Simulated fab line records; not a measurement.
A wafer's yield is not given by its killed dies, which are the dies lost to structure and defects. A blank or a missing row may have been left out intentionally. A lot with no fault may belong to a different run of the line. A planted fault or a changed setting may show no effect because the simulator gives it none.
A lot that was struck, set against a sound lot | flow gf180mcu | 15 out of 602 route steps
Sound: these wafers, L904.2, L904.4, L904.5. Struck: wafers L892.2, L892.3, L892.6. Last of all comes the cause.
Each step with rows lists, per side, the tool, then ch with its chambers, then its first start. Under that, the readings that differ: sound wafers | struck wafers | difference of the means | sigmas: that difference in standard deviations of wafers without a fault.
alike: same words and numbers on both sides, and readings whose means sit less than 2 such deviations apart. not compared: any withheld reading, any reading some wafer has no value for, any bound like >300 that may hide the same value, and any number with overlapping values for which the record gives no deviation.
The two part at a step that has a row with sigmas, a row that says differs or no value, or rows on one side only. Numbers that don't overlap but have no deviation are shown without sigmas and don't part them. Lack of a reading on every wafer of one side parts them only where that side has two or more wafers.

GF_V3_ETCH_16: etches BARC in N2/H2.
  sound on rieDiel-03 ch 0,3, day 28 11:01; struck on rieDiel-03 ch 0,1, day 25 02:55
  alike: drypumpMotorCurrentA, oesProductAu, rfFwdPowerW, throttleValvePct
GF_V3_ETCH_17: etches SiO2 in C4F8/O2/Ar, stops on TiN, target depth 635 nm.
  sound: rieDiel-03 ch 0,3; struck: rieDiel-03 ch 0,1
  alike: oesProductAu, rfFwdPowerW
then, 4 steps without rows for these wafers: GF_V3_STRIP_18 (strips in O2/N2); GF_V3_STRIP_19 (strips in post etch residue remover, time 1200 s); GF_V3_CLEAN_20 (cleans in DIW); GF_V3_SPUTTER_21 (material Ti, target thk 15 nm, time 80.02 s).
GF_V3_SPUTTER_22: material TiN, target thk 10 nm, time 40 s.
  sound: pvdSputter-01 at day 28 11:44; struck: pvdSputter-01 at day 25 03:38
  alike: cathodeDcPowerW, throttleValvePct
then, 1 step without rows for these wafers: GF_V3_CVD_23 (deposits W, target thk 350 nm, time 104.9 s).
GF_V3_RS_MEAS_24: the measuring method here is four-point-probe.
  sound: filmMetro-02 at day 28 12:08; struck: filmMetro-02 at day 25 03:49
  alike: V3_W_RS
GF_V3_THK_MEAS_25: measures by xrf.
  sound: filmMetro-02 at day 28 12:15; struck: filmMetro-02 at day 25 03:55
  alike: V3_W_THK
then, 1 step without rows for these wafers: GF_V3_CMP_26 (polishes, stops on SiO2, t overpolish 15 s, target thk 0 nm).
GF_M4_SPUTTER_00: material Ti, target thk 37.5 nm, time 150 s.
  sound: pvdSputter-03 at day 28 12:36; struck: pvdSputter-04 at day 25 04:16
  alike: cathodeDcPowerW, throttleValvePct
GF_M4_SPUTTER_01: material TiN, target thk 30 nm, time 25 s.
  sound: pvdSputter-03 at day 28 12:42; struck: pvdSputter-04 at day 25 04:22
reading                               | sound                | struck               | difference | sigmas
cathodeDcPowerW (W)                   | 6501.2 6498.6 6502.5 | 6135.1 6136.5 6135.3 | -365.1     | -99 or more
model.TiN_of_M4_SPUTTER_01.thkNm (nm) | 29.96 29.72 29.45    | 28.41 28.1 28.4      | -1.41      | 
  alike: throttleValvePct
GF_M4_SPUTTER_02: material AlCu, target thk 450 nm, time 23.9 s.
  sound: pvdSputter-03 at day 28 12:44; struck: pvdSputter-04 at day 25 04:24
  alike: cathodeDcPowerW, throttleValvePct
-- the record jumps here: 6 days lie between the struck wafers' starts before and after (it left off in module M4 and takes up again in module PASSIVATION, whose first step shown is number 602 of the route) --
GF_PASSIVATION_PROBE_99:
  record: rows for the struck wafers here (prober-02, day 31 07:26), none for the sound ones

== WHERE THEY PART ==
Earliest at GF_M4_SPUTTER_01; latest, in this record, at GF_PASSIVATION_PROBE_99.

WHY: whatever the simulator had introduced
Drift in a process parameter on pvdSputter-04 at GF_M4_SPUTTER_01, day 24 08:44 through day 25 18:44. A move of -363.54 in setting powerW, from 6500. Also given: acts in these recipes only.
